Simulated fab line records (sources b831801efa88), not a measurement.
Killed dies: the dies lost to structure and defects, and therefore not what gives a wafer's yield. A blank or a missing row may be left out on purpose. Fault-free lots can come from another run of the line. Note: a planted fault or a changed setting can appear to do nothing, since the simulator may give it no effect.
A single fault, viewed from 2 desks || flow sfq_line || every desk sees just its own numbers, and what lay behind them comes last

== AT THE TOOL OWNER'S DESK: rie_metal-04 ==
The tool's own readings at SFQ_TRILAYER_M5_ETCH_METAL_ETCH_126 (etches Nb in Cl2/BCl3, stops on SiO2, time 203.2 s, target depth 265 nm): means of the sampled wafers that have a number, for each lot that ran on this tool. Any lot whose mean is over 4 standard deviations away from the usual mean is out of limits and marked OUT; that distance is given in the brackets.
Columns: A = drypump_motor_current_A at SFQ_TRILAYER_M5_ETCH_METAL_ETCH_126, usual 6.0 A; B = oes_product_au at SFQ_TRILAYER_M5_ETCH_METAL_ETCH_126, usual 0.729 a.u.; C = run_length_s at SFQ_TRILAYER_M5_ETCH_METAL_ETCH_126, usual 231.25 s
{"lot": "L898", "first seen here": "day 67 16:49", "A": 6.0, "B": "0.793 (+11) OUT", "C": "217.71 (-54) OUT"}
{"lot": "L900", "first seen here": "day 67 20:25", "A": 5.6, "B": "0.787 (+9.9) OUT", "C": "217.97 (-53) OUT"}
{"lot": "L908", "first seen here": "day 73 11:03", "A": 6.0, "B": 0.729, "C": 231.00}
This desk's verdict: out of limits on L898, L900, starting with L898 at day 67 16:49 (oes_product_au at SFQ_TRILAYER_M5_ETCH_METAL_ETCH_126). L908: within limits.

== THE METROLOGY DESK ==
What the gauges read for every lot (on any tool): the sampled wafers with a number, averaged. Any lot whose mean is over 4 standard deviations away from the usual mean is out of limits and marked OUT; that distance is given in the brackets.
Columns: A = M5_OVL at SFQ_M5_OVL_MEAS_932, usual 0 nm
{"lot": "L886", "first seen here": "day 51 07:31", "A": 1}
{"lot": "L898", "first seen here": "day 67 16:44", "A": -1}
{"lot": "L900", "first seen here": "day 67 20:20", "A": 2}
{"lot": "L907", "first seen here": "day 73 06:09", "A": 8}
{"lot": "L908", "first seen here": "day 73 10:58", "A": 4}
{"lot": "L909", "first seen here": "day 73 21:45", "A": -3}
Finding of this desk: none of the 6 lots has anything out of limits.

== PUT TOGETHER ==
The tool owner's desk had the chance to raise an alarm at day 67 16:49 on L898, L900.
The metrology desk saw nothing out of limits.
The metrology desk has L898, L900 on record, within its limits.
All the named lots went through SFQ_TRILAYER_M5_ETCH_METAL_ETCH_126 on rie_metal-04.

== WHAT WAS PUT IN BY THE SIMULATOR ==
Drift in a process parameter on rie_metal-04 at SFQ_TRILAYER_M5_ETCH_METAL_ETCH_126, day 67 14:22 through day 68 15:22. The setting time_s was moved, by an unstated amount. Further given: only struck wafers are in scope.
Shown lots that were struck: L898, L900.
Delay in hours, fault start to first out-of-limits reading, by desk: the tool owner's desk at 2.
